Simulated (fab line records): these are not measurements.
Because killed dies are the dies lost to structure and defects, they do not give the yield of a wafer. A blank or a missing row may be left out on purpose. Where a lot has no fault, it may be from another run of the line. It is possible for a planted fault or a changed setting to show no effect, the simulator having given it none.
fab line records	flow gf180mcu
record lots=24	wafers=72	last_day=34
route steps=602 shown SAB@275 SALICIDE@282 V1@357 M2@363 V2@384
lots with no fault: from the same line, run without faults
start_h: hours from the record's opening day to when the first of the lot's shown wafers began	wait_h: time in hours since the lot's previous step	" same as the row above	L1.1+2: a single row standing in for several wafers	- value missing, or start not given	* or withheld: withheld	< > ~ a bound
route shown NAME@n: NAME is a module with steps in the file, n the number in the route of the first one	usual: mean/standard deviation taken from wafers without a fault	same: alike in all rows	chamber/n: place in a boat	sites: the reading at each site	_std_site: the values' standard deviation	_edge_site: the outer-site mean with the inner-site mean subtracted	radius_mm: how far each site lies from the wafer's centre	mask NAME#n: copy n	behind: the last tool/chamber to shape the wafer	hold: why the lot went on hold/how many hours it stayed there/how the hold came to an end	device: names the non-switching transistor (n, p or np)	end of line: the same wafers' tests at the end of the route	a step given without rows: its recipe and nothing more	killed: not the wafer's yield, but the dies lost to structure and defects at the first sort	map: the dies of a wafer, with x for killed, . for not killed, _ for no die there
set.NAME: the setting the step ran with; set.NAME@STEP: the setting that earlier step ran with	model.NAME: the simulator's own value behind a step, which no gauge read
one table for each step of the route and one row for each wafer, over a sample of lots
services: the hour from which a tool's chamber was out of use, counted from the record's first day as start_h (under 0 if before that day), plus the number of hours and why
## steps
# step GF_SAB_ETCH_11
# recipe chemistry=C4F8/O2/Ar	mask_material=NOVOLAK	target=SiO2	target_depth_nm=55	source_w=1500	bias_w=1200	pressure_mtorr=40	c4f8_flow_sccm=withheld	O2_flow_sccm=6	Ar_flow_sccm=300	time_s=8.5
# usual bias_w=1200/3.6	oes_product_au=1.000/0.014
lot.wafer	tool	chamber	start_h	wait_h	bias_w	oes_product_au	rf_hours_counter_h
L074.2	rie_diel-03	0	338.01	0.0	1206	0.977	89
L074.3	"	3	"	"	1200	1.017	4
L074.5	"	3	"	"	1201	1.007	-
L075.1	rie_diel-03	0	343.96	0.0	1200	0.979	89
L075.2	"	3	"	"	1194	1.005	4
L075.4	"	2	"	"	1201	1.018	45
L076.1	rie_diel-04	1	352.70	0.0	1200	0.992	13
L076.4	"	0	"	"	1199	0.976	115
L076.5	"	2	"	"	1199	0.994	-
L077.4	rie_diel-03	3	365.46	0.0	1197	1.007	5
L077.5	"	0	"	"	1195	0.972	-
L077.6	"	3	"	"	1198	0.995	-
L078.3	rie_diel-03	3	375.80	0.0	1200	1.006	5
L078.4	"	2	"	"	1199	1.005	45
L078.5	"	2	"	"	1201	1.008	-
L079.2	rie_diel-03	2	382.30	0.0	1205	1.007	46
L079.4	"	3	"	"	1200	0.999	5
L079.6	"	1	"	"	1197	0.999	-
L080.3	rie_diel-01	1	391.70	0.0	1202	0.992	2
L080.4	"	3	"	"	1207	1.019	57
L080.6	"	1	"	"	1203	0.996	-
L081.1	rie_diel-04	0	405.71	0.0	1202	0.993	0
L081.3	"	3	"	"	1202	1.016	73
L081.4	"	1	"	"	1192	1.007	15
L082.3	rie_diel-01	3	409.51	0.0	1198	1.019	57
L082.5	"	3	"	"	1194	1.025	-
L082.6	"	2	"	"	1203	1.016	-
L083.2	rie_diel-04	0	414.75	0.0	1201	1.005	0
L083.3	"	2	"	"	1197	0.996	31
L083.5	"	1	"	"	1195	1.003	-
L084.3	rie_diel-03	3	424.21	0.0	1201	1.013	7
L084.4	"	2	"	"	1211	1.013	-
L084.6	"	3	"	"	1197	0.995	-
L085.4	rie_diel-03	3	436.05	0.0	1197	1.002	7
L085.5	"	1	"	"	1199	1.004	-
L085.6	"	2	"	"	1200	1.012	-
L086.1	rie_diel-04	2	442.16	0.0	1196	0.982	32
L086.2	"	3	"	"	1202	1.011	73
L086.5	"	0	"	"	1199	0.996	-
L087.1	rie_diel-04	2	450.11	0.0	1204	0.981	32
L087.3	"	3	"	"	1199	0.998	74
L087.5	"	1	"	"	1202	1.002	-
L088.1	rie_diel-03	0	457.46	0.0	1200	0.979	92
L088.3	"	3	"	"	1203	1.002	7
L088.4	"	2	"	"	1201	1.010	48
L089.1	rie_diel-03	0	472.66	0.0	1203	0.983	93
L089.2	"	1	"	"	1198	1.006	19
L089.3	"	2	"	"	1202	1.008	48
L090.3	rie_diel-04	0	477.24	0.0	1203	0.974	2
L090.5	"	1	"	"	1200	0.996	-
L090.6	"	0	"	"	1204	0.984	-
L091.3	rie_diel-03	1	487.19	0.0	1196	1.003	20
L091.4	"	0	"	"	1196	0.981	93
L091.6	"	0	"	"	1202	0.981	-
L092.1	rie_diel-03	0	496.75	0.0	1203	0.987	94
L092.2	"	3	"	"	1199	1.003	8
L092.4	"	1	"	"	1195	1.008	20
L093.3	rie_diel-01	3	500.46	0.0	1203	1.005	60
L093.4	"	0	"	"	1205	0.988	-
L093.6	"	3	"	"	1205	1.016	-
L094.3	rie_diel-01	1	512.14	0.0	1203	1.001	5
L094.4	"	3	"	"	1203	1.029	60
L094.5	"	0	"	"	1201	1.003	-
L095.2	rie_diel-01	3	521.49	0.0	1200	1.024	60
L095.4	"	0	"	"	1196	0.987	58
L095.6	"	0	"	"	1203	0.998	-
L096.1	rie_diel-01	3	527.81	0.0	1200	1.027	60
L096.2	"	0	"	"	1201	0.997	58
L096.5	"	1	"	"	1203	0.992	-
L097.1	rie_diel-01	3	537.85	0.0	1206	1.018	61
L097.3	"	1	"	"	1202	0.995	5
L097.6	"	0	"	"	1201	1.000	-
# step GF_SALICIDE_RS_MEAS_04
# recipe thk_meas_gauge=four-point-probe	reads=TiN_of_SALICIDE_SPUTTER_03+Co_of_SALICIDE_SPUTTER_02
# usual SALICIDE_TIN_RS=16.3/0.3
lot.wafer	tool	chamber	start_h	wait_h	SALICIDE_TIN_RS[ohm/sq]
L074.2	film_metro-01	-	338.42	0.0	16.1
L074.3	"	-	"	"	16.2
L074.5	"	-	"	"	16.1
L075.1	film_metro-04	-	344.35	0.0	16.9
L075.2	"	-	"	"	16.3
L075.4	"	-	"	"	16.5
L076.1	film_metro-02	-	353.15	0.0	16.2
L076.4	"	-	"	"	16.5
L076.5	"	-	"	"	16.3
L077.4	film_metro-04	-	365.91	0.1	16.3
L077.5	"	-	"	"	16.3
L077.6	"	-	"	"	16.6
L078.3	film_metro-01	-	376.25	0.1	16.4
L078.4	"	-	"	"	16.9
L078.5	"	-	"	"	16.2
L079.2	film_metro-04	-	382.79	0.0	16.5
L079.4	"	-	"	"	15.9
L079.6	"	-	"	"	16.6
L080.3	film_metro-01	-	392.24	0.1	16.1
L080.4	"	-	"	"	16.9
L080.6	"	-	"	"	16.2
L081.1	film_metro-04	-	406.13	0.0	17.3
L081.3	"	-	"	"	16.6
L081.4	"	-	"	"	16.7
L082.3	film_metro-02	-	409.95	0.1	16.5
L082.5	"	-	"	"	15.9
L082.6	"	-	"	"	16.4
L083.2	film_metro-02	-	415.17	0.0	16.2
L083.3	"	-	"	"	16.1
L083.5	"	-	"	"	16.2
L084.3	film_metro-01	-	424.65	0.1	15.9
L084.4	"	-	"	"	16.1
L084.6	"	-	"	"	16.0
L085.4	film_metro-01	-	436.50	0.1	16.1
L085.5	"	-	"	"	16.7
L085.6	"	-	"	"	15.9
L086.1	film_metro-04	-	442.55	0.0	16.4
L086.2	"	-	"	"	16.7
L086.5	"	-	"	"	16.1
L087.1	film_metro-01	-	450.53	0.0	16.4
L087.3	"	-	"	"	16.3
L087.5	"	-	"	"	16.8
L088.1	film_metro-04	-	457.85	0.0	16.0
L088.3	"	-	"	"	15.7
L088.4	"	-	"	"	16.4
L089.1	film_metro-04	-	473.05	0.0	16.7
L089.2	"	-	"	"	16.5
L089.3	"	-	"	"	16.1
L090.3	film_metro-01	-	477.68	0.1	16.5
L090.5	"	-	"	"	16.0
L090.6	"	-	"	"	16.4
L091.3	film_metro-02	-	487.63	0.1	16.2
L091.4	"	-	"	"	16.0
L091.6	"	-	"	"	15.8
L092.1	film_metro-02	-	497.15	0.0	16.1
L092.2	"	-	"	"	16.6
L092.4	"	-	"	"	16.4
L093.3	film_metro-02	-	500.89	0.1	16.0
L093.4	"	-	"	"	15.8
L093.6	"	-	"	"	16.0
L094.3	film_metro-01	-	512.59	0.1	16.6
L094.4	"	-	"	"	16.3
L094.5	"	-	"	"	16.6
L095.2	film_metro-01	-	521.95	0.0	16.8
L095.4	"	-	"	"	16.5
L095.6	"	-	"	"	16.5
L096.1	film_metro-02	-	528.21	0.0	16.4
L096.2	"	-	"	"	16.2
L096.5	"	-	"	"	16.5
L097.1	film_metro-01	-	538.24	0.0	16.1
L097.3	"	-	"	"	16.3
L097.6	"	-	"	"	16.2
# step GF_V1_SPUTTER_22
# recipe material=TiN	target_thk_nm=10	chamber_pressure_pa=5	power_w=4000	time_s=40
# usual throttle_valve_pct=30.2/0.96
lot.wafer	tool	chamber	start_h	wait_h	throttle_valve_pct
L074.2	pvd_sputter-04	-	410.38	0.0	31.1
L074.3	"	-	"	"	29.5
L074.5	"	-	"	"	31.0
L075.1	pvd_sputter-04	-	416.56	0.0	31.3
L075.2	"	-	"	"	29.6
L075.4	"	-	"	"	31.1
L076.1	pvd_sputter-01	-	429.18	0.0	30.4
L076.4	"	-	"	"	29.5
L076.5	"	-	"	"	28.2
L077.4	pvd_sputter-01	-	440.86	0.0	31.4
L077.5	"	-	"	"	30.4
L077.6	"	-	"	"	28.4
L078.3	pvd_sputter-01	-	454.62	0.0	28.3
L078.4	"	-	"	"	30.2
L078.5	"	-	"	"	29.4
L079.2	pvd_sputter-04	-	458.81	0.0	31.3
L079.4	"	-	"	"	30.5
L079.6	"	-	"	"	30.1
L080.3	pvd_sputter-01	-	469.47	0.0	29.5
L080.4	"	-	"	"	30.3
L080.6	"	-	"	"	28.3
L081.1	pvd_sputter-04	-	483.42	0.0	31.5
L081.3	"	-	"	"	29.6
L081.4	"	-	"	"	31.0
L082.3	pvd_sputter-03	-	486.03	0.0	30.4
L082.5	"	-	"	"	31.2
L082.6	"	-	"	"	29.6
L083.2	pvd_sputter-03	-	491.79	0.0	30.3
L083.3	"	-	"	"	29.2
L083.5	"	-	"	"	31.0
L084.3	pvd_sputter-03	-	500.87	0.0	30.0
L084.4	"	-	"	"	29.5
L084.6	"	-	"	"	31.1
L085.4	pvd_sputter-03	-	513.56	0.0	29.6
L085.5	"	-	"	"	31.2
L085.6	"	-	"	"	29.8
L086.1	pvd_sputter-03	-	519.87	0.0	30.4
L086.2	"	-	"	"	30.7
L086.5	"	-	"	"	30.1
L087.1	pvd_sputter-01	-	527.77	0.0	29.8
L087.3	"	-	"	"	30.5
L087.5	"	-	"	"	28.3
L088.1	pvd_sputter-01	-	534.37	0.0	29.7
L088.3	"	-	"	"	30.6
L088.4	"	-	"	"	31.6
L089.1	pvd_sputter-04	-	548.83	0.0	31.1
L089.2	"	-	"	"	30.4
L089.3	"	-	"	"	29.5
L090.3	pvd_sputter-01	-	553.22	0.0	31.3
L090.5	"	-	"	"	29.5
L090.6	"	-	"	"	31.6
L091.3	pvd_sputter-01	-	562.11	0.0	30.5
L091.4	"	-	"	"	29.6
L091.6	"	-	"	"	30.3
L092.1	pvd_sputter-03	-	569.94	0.0	30.4
L092.2	"	-	"	"	29.8
L092.4	"	-	"	"	29.7
L093.3	pvd_sputter-01	-	573.94	0.0	30.4
L093.4	"	-	"	"	28.2
L093.6	"	-	"	"	28.4
L094.3	pvd_sputter-01	-	585.47	0.0	29.8
L094.4	"	-	"	"	31.3
L094.5	"	-	"	"	31.5
L095.2	pvd_sputter-03	-	594.78	0.0	30.5
L095.4	"	-	"	"	29.5
L095.6	"	-	"	"	30.9
L096.1	pvd_sputter-01	-	601.15	0.0	28.4
L096.2	"	-	"	"	29.5
L096.5	"	-	"	"	30.1
L097.1	pvd_sputter-04	-	609.92	0.0	31.2
L097.3	"	-	"	"	30.2
L097.6	"	-	"	"	30.1
# step GF_M2_SPUTTER_01
# recipe material=TiN	target_thk_nm=30	power_w=6500	time_s=25	chamber_pressure_pa=0.4
# usual throttle_valve_pct=30.5/0.86
lot.wafer	tool	chamber	start_h	wait_h	throttle_valve_pct
L074.2	pvd_sputter-04	-	411.11	0.1	29.2
L074.3	"	-	"	"	31.4
L074.5	"	-	"	"	29.6
L075.1	pvd_sputter-02	-	417.41	0.1	31.8
L075.2	"	-	"	"	29.1
L075.4	"	-	"	"	30.6
L076.1	pvd_sputter-04	-	429.91	0.1	30.2
L076.4	"	-	"	"	31.1
L076.5	"	-	"	"	29.3
L077.4	pvd_sputter-04	-	441.59	0.1	31.2
L077.5	"	-	"	"	31.3
L077.6	"	-	"	"	30.3
L078.3	pvd_sputter-02	-	455.35	0.1	31.2
L078.4	"	-	"	"	31.7
L078.5	"	-	"	"	30.5
L079.2	pvd_sputter-02	-	459.54	0.1	29.2
L079.4	"	-	"	"	30.6
L079.6	"	-	"	"	31.6
L080.3	pvd_sputter-04	-	470.21	0.1	29.5
L080.4	"	-	"	"	31.3
L080.6	"	-	"	"	31.5
L081.1	pvd_sputter-02	-	484.17	0.1	30.3
L081.3	"	-	"	"	29.1
L081.4	"	-	"	"	30.5
L082.3	pvd_sputter-02	-	486.78	0.1	30.1
L082.5	"	-	"	"	30.4
L082.6	"	-	"	"	31.1
L083.2	pvd_sputter-04	-	492.52	0.1	29.4
L083.3	"	-	"	"	31.2
L083.5	"	-	"	"	29.7
L084.3	pvd_sputter-02	-	501.60	0.1	31.0
L084.4	"	-	"	"	29.3
L084.6	"	-	"	"	29.1
L085.4	pvd_sputter-03	-	514.29	0.1	29.4
L085.5	"	-	"	"	29.5
L085.6	"	-	"	"	30.5
L086.1	pvd_sputter-04	-	520.60	0.1	31.0
L086.2	"	-	"	"	31.2
L086.5	"	-	"	"	31.1
L087.1	pvd_sputter-02	-	528.50	0.1	30.2
L087.3	"	-	"	"	31.4
L087.5	"	-	"	"	29.0
L088.1	pvd_sputter-03	-	535.10	0.1	31.3
L088.3	"	-	"	"	29.9
L088.4	"	-	"	"	29.4
L089.1	pvd_sputter-02	-	549.56	0.1	31.4
L089.2	"	-	"	"	31.3
L089.3	"	-	"	"	30.3
L090.3	pvd_sputter-02	-	553.95	0.1	31.3
L090.5	"	-	"	"	30.5
L090.6	"	-	"	"	31.4
L091.3	pvd_sputter-04	-	562.89	0.1	31.5
L091.4	"	-	"	"	29.7
L091.6	"	-	"	"	30.8
L092.1	pvd_sputter-04	-	570.67	0.1	31.6
L092.2	"	-	"	"	30.4
L092.4	"	-	"	"	29.5
L093.3	pvd_sputter-03	-	574.72	0.1	29.6
L093.4	"	-	"	"	29.7
L093.6	"	-	"	"	29.5
L094.3	pvd_sputter-02	-	586.20	0.1	29.3
L094.4	"	-	"	"	31.7
L094.5	"	-	"	"	30.3
L095.2	pvd_sputter-04	-	595.51	0.1	29.6
L095.4	"	-	"	"	31.5
L095.6	"	-	"	"	31.3
L096.1	pvd_sputter-02	-	601.89	0.1	31.6
L096.2	"	-	"	"	29.0
L096.5	"	-	"	"	32.0
L097.1	pvd_sputter-03	-	610.65	0.1	31.2
L097.3	"	-	"	"	30.7
L097.6	"	-	"	"	31.1
# step GF_V2_CVD_02
# recipe material=SiO2	target_thk_nm=850	precursor=TEOS	temp_c=400	time_s=94.851	rf_w=600
# usual heater_power_w=651/100	susceptor_temp_C=400.01/0.22
lot.wafer	tool	chamber	start_h	wait_h	heater_power_w	susceptor_temp_C
L074.2	pecvd-02	2	435.99	0.0	770	400.16
L074.3	"	1	"	"	691	399.88
L074.5	"	0	"	"	556	399.97
L075.1	pecvd-02	1	442.65	0.1	740	399.72
L075.2	"	2	"	"	813	400.05
L075.4	"	0	"	"	458	400.06
L076.1	pecvd-03	2	455.68	0.1	626	399.80
L076.4	"	1	"	"	657	400.36
L076.5	"	2	"	"	657	399.87
L077.4	pecvd-03	2	466.96	0.1	605	399.71
L077.5	"	0	"	"	690	399.80
L077.6	"	1	"	"	523	399.77
L078.3	pecvd-03	2	480.28	0.0	552	400.01
L078.4	"	2	"	"	604	399.95
L078.5	"	1	"	"	662	399.89
L079.2	pecvd-01	2	484.02	0.0	638	399.85
L079.4	"	2	"	"	514	399.99
L079.6	"	1	"	"	616	400.06
L080.3	pecvd-01	0	495.31	0.0	596	399.87
L080.4	"	1	"	"	533	399.97
L080.6	"	0	"	"	480	400.02
L081.1	pecvd-03	1	508.41	0.1	559	400.37
L081.3	"	0	"	"	792	399.83
L081.4	"	1	"	"	614	399.94
L082.3	pecvd-03	0	511.23	0.0	872	400.17
L082.5	"	0	"	"	682	400.17
L082.6	"	2	"	"	632	399.94
L083.2	pecvd-03	0	516.55	0.0	796	399.78
L083.3	"	1	"	"	653	400.33
L083.5	"	0	"	"	840	400.06
L084.3	pecvd-01	0	525.30	0.0	602	400.04
L084.4	"	2	"	"	602	399.48
L084.6	"	0	"	"	480	400.05
L085.4	pecvd-03	1	538.40	0.1	650	399.86
L085.5	"	2	"	"	628	400.27
L085.6	"	0	"	"	867	399.81
L086.1	pecvd-02	2	544.84	0.1	805	400.46
L086.2	"	0	"	"	547	399.94
L086.5	"	1	"	"	675	399.72
L087.1	pecvd-03	0	552.74	0.1	859	400.11
L087.3	"	1	"	"	563	400.31
L087.5	"	1	"	"	616	399.81
L088.1	pecvd-02	0	559.28	0.1	471	400.12
L088.3	"	2	"	"	793	400.07
L088.4	"	0	"	"	526	400.17
L089.1	pecvd-01	1	572.87	0.1	541	399.99
L089.2	"	0	"	"	570	399.94
L089.3	"	2	"	"	519	400.13
L090.3	pecvd-01	1	577.24	0.0	528	399.78
L090.5	"	0	"	"	598	399.75
L090.6	"	2	"	"	595	400.27
L091.3	pecvd-01	1	585.30	0.0	590	400.13
L091.4	"	1	"	"	663	399.88
L091.6	"	2	"	"	602	399.84
L092.1	pecvd-02	2	593.45	0.1	748	400.09
L092.2	"	0	"	"	556	399.89
L092.4	"	0	"	"	579	399.82
L093.3	pecvd-02	2	597.75	0.0	777	400.14
L093.4	"	0	"	"	462	400.35
L093.6	"	1	"	"	686	400.12
L094.3	pecvd-03	0	608.63	0.0	820	400.23
L094.4	"	2	"	"	666	399.81
L094.5	"	1	"	"	651	400.14
L095.2	pecvd-02	2	617.53	0.0	815	400.18
L095.4	"	1	"	"	717	399.92
L095.6	"	0	"	"	461	399.99
L096.1	pecvd-03	1	623.35	0.1	617	399.99
L096.2	"	2	"	"	598	399.83
L096.5	"	0	"	"	879	399.84
L097.1	pecvd-03	1	632.55	0.1	655	399.95
L097.3	"	1	"	"	539	400.14
L097.6	"	1	"	"	594	399.87
# step GF_V2_RS_MEAS_24
# recipe thk_meas_gauge=four-point-probe	reads=W_of_V2_CVD_23+TiN_of_V2_SPUTTER_22+Ti_of_V2_SPUTTER_21
# usual V2_W_RS=0.331/0.0033
lot.wafer	tool	chamber	start_h	wait_h	V2_W_RS[ohm/sq]
L074.2	film_metro-03	-	461.92	0.1	0.332
L074.3	"	-	"	"	0.335
L074.5	"	-	"	"	0.335
L075.1	film_metro-03	-	468.50	0.1	0.336
L075.2	"	-	"	"	0.330
L075.4	"	-	"	"	0.329
L076.1	film_metro-02	-	481.21	0.1	0.336
L076.4	"	-	"	"	0.327
L076.5	"	-	"	"	0.333
L077.4	film_metro-02	-	492.45	0.1	0.330
L077.5	"	-	"	"	0.331
L077.6	"	-	"	"	0.326
L078.3	film_metro-03	-	505.04	0.1	0.335
L078.4	"	-	"	"	0.327
L078.5	"	-	"	"	0.341
L079.2	film_metro-04	-	509.25	0.1	0.331
L079.4	"	-	"	"	0.330
L079.6	"	-	"	"	0.332
L080.3	film_metro-04	-	520.21	0.1	0.326
L080.4	"	-	"	"	0.330
L080.6	"	-	"	"	0.336
L081.1	film_metro-03	-	533.27	0.1	0.327
L081.3	"	-	"	"	0.328
L081.4	"	-	"	"	0.331
L082.3	film_metro-04	-	536.45	0.1	0.331
L082.5	"	-	"	"	0.331
L082.6	"	-	"	"	0.333
L083.2	film_metro-04	-	541.48	0.1	0.333
L083.3	"	-	"	"	0.329
L083.5	"	-	"	"	0.333
L084.3	film_metro-03	-	550.02	0.1	0.332
L084.4	"	-	"	"	0.330
L084.6	"	-	"	"	0.330
L085.4	film_metro-04	-	562.76	0.1	0.328
L085.5	"	-	"	"	0.325
L085.6	"	-	"	"	0.333
L086.1	film_metro-04	-	568.49	0.1	0.329
L086.2	"	-	"	"	0.327
L086.5	"	-	"	"	0.331
L087.1	film_metro-02	-	576.76	0.1	0.325
L087.3	"	-	"	"	0.327
L087.5	"	-	"	"	0.333
L088.1	film_metro-04	-	583.58	0.1	0.335
L088.3	"	-	"	"	0.337
L088.4	"	-	"	"	0.334
L089.1	film_metro-04	-	595.87	0.1	0.326
L089.2	"	-	"	"	0.332
L089.3	"	-	"	"	0.329
L090.3	film_metro-04	-	600.47	0.1	0.329
L090.5	"	-	"	"	0.328
L090.6	"	-	"	"	0.329
L091.3	film_metro-04	-	608.43	0.1	0.329
L091.4	"	-	"	"	0.330
L091.6	"	-	"	"	0.329
L092.1	film_metro-02	-	615.91	0.1	0.326
L092.2	"	-	"	"	0.332
L092.4	"	-	"	"	0.334
L093.3	film_metro-03	-	620.28	0.1	0.334
L093.4	"	-	"	"	0.326
L093.6	"	-	"	"	0.330
L094.3	film_metro-02	-	630.77	0.1	0.328
L094.4	"	-	"	"	0.327
L094.5	"	-	"	"	0.325
L095.2	film_metro-04	-	638.82	0.1	0.329
L095.4	"	-	"	"	0.331
L095.6	"	-	"	"	0.325
L096.1	film_metro-04	-	645.30	0.1	0.331
L096.2	"	-	"	"	0.338
L096.5	"	-	"	"	0.334
L097.1	film_metro-02	-	654.02	0.1	0.329
L097.3	"	-	"	"	0.329
L097.6	"	-	"	"	0.328
## services
tool	chamber	start_h	hours	kind
pecvd-02	-	323.22	1.0	repair
pvd_sputter-02	-	341.19	20.6	repair
pvd_sputter-01	-	357.11	1.2	repair
pecvd-03	-	368.88	14.0	pm
rie_diel-01	0	384.00	1.2	repair
pvd_sputter-03	-	404.48	2.7	repair
rie_diel-03	1	418.18	16.9	repair
pvd_sputter-01	-	424.82	1.2	repair
rie_diel-03	3	460.31	14.9	repair
rie_diel-01	-	461.48	2.8	pm
pvd_sputter-04	-	465.38	3.2	repair
pecvd-03	-	469.95	1.3	repair
rie_diel-01	-	475.20	3.4	repair
pvd_sputter-02	-	475.48	3.1	repair
pvd_sputter-04	-	478.44	1.6	repair
rie_diel-01	1	480.01	3.0	repair
rie_diel-01	3	486.49	6.2	repair
rie_diel-01	2	488.60	19.9	repair
pvd_sputter-04	-	517.83	1.0	repair
pecvd-03	2	556.39	4.6	repair
rie_diel-03	1	573.12	6.1	repair
rie_diel-03	2	579.74	4.7	repair
rie_diel-03	1	580.88	9.8	repair
pecvd-03	2	630.88	28.2	repair
## key
fault none
